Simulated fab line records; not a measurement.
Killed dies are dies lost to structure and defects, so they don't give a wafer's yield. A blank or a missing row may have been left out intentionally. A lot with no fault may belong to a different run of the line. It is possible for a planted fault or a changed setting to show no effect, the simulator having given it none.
8D (eight disciplines) problem report, filled in by code	flow sky130	the parts of the form that need people (team, actions taken, sign-off) are left out

## 1. WHAT WENT WRONG
dose ions cm2 at SKY_LDD_N_IMPLANT_13 reads a mean of 2.075e+12 on 6 wafers of 2 lots; wafers without a fault read 5.002e+12 with a standard deviation of 4.9e+09. So: -99 or more standard deviations from the usual mean.
First seen on wafer L539.1, day 20 16:34, on implanter-01. Wafers with a number at this step in the record: 42, from 14 lots. Rule for "out" (also "out of limits"): further than 4 standard deviations from the usual mean. The rest of the wafers with a number are treated as sound.

## 2. WHAT IT IS; WHAT IT IS NOT
question	is	is not
which readings at this step	dose ions cm2, faraday current uA	-
which lots	L539, L540	L532, L533, L534, L535, L536, L537, L538, L548, L549, L550, L552, L553
which wafers of those lots	all that have a number	-
read on which tools	implanter-01	implanter-02, implanter-03
when	from day 20 16:34	up to then (21 sound wafers); but 15 sound wafers of L548, L549, L550, L552, L553 came after

## 3. THE SUSPECTS, EACH WITH WHAT RULES IT OUT
Counting: any tool at a process step up to the reading is kept as a suspect provided that every lot that is out went through it and no sound lot did after the first of them.
- implanter-01 at SKY_LDD_N_IMPLANT_13: ruled out as a lasting fault. The sound lots L548, L552 went through it after L539, its earliest lot that is out (day 20 16:34).
Left after counting: nothing in the record.

## 4. THE CAUSE (what the simulator had put in)
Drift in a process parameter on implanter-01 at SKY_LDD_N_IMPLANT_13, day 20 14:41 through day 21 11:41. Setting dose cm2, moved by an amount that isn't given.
Counting ruled it out, wrongly.

## 5. SEQUENCE OF EFFECTS, ordered by route
Each row: a reading whose mean over the struck wafers that have a number lies more than 3 standard deviations from the usual. Readings are gone through only where the record gives a usual standard deviation; hours: the median, over the lots, of the time from a lot's start at the first step in this table giving one to that lot's start at this step; sigmas: the change measured in usual standard deviations.
hours	step	reading	usual	on struck wafers	change	sigmas
0	SKY_LDD_N_IMPLANT_13	dose ions cm2	5.002e+12	2.075e+12	-2.927e+12	-99 or more
0	SKY_LDD_N_IMPLANT_13	faraday current uA	28.2	11.6	-16.6	-27
Here are the process steps it includes:
- SKY_LDD_N_IMPLANT_13

## 6. HOW IT WOULD HAVE BEEN CAUGHT EARLIER
2 hours passed between the start of the fault at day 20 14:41 and the first reading out of limits in this record, taken at day 20 16:34.
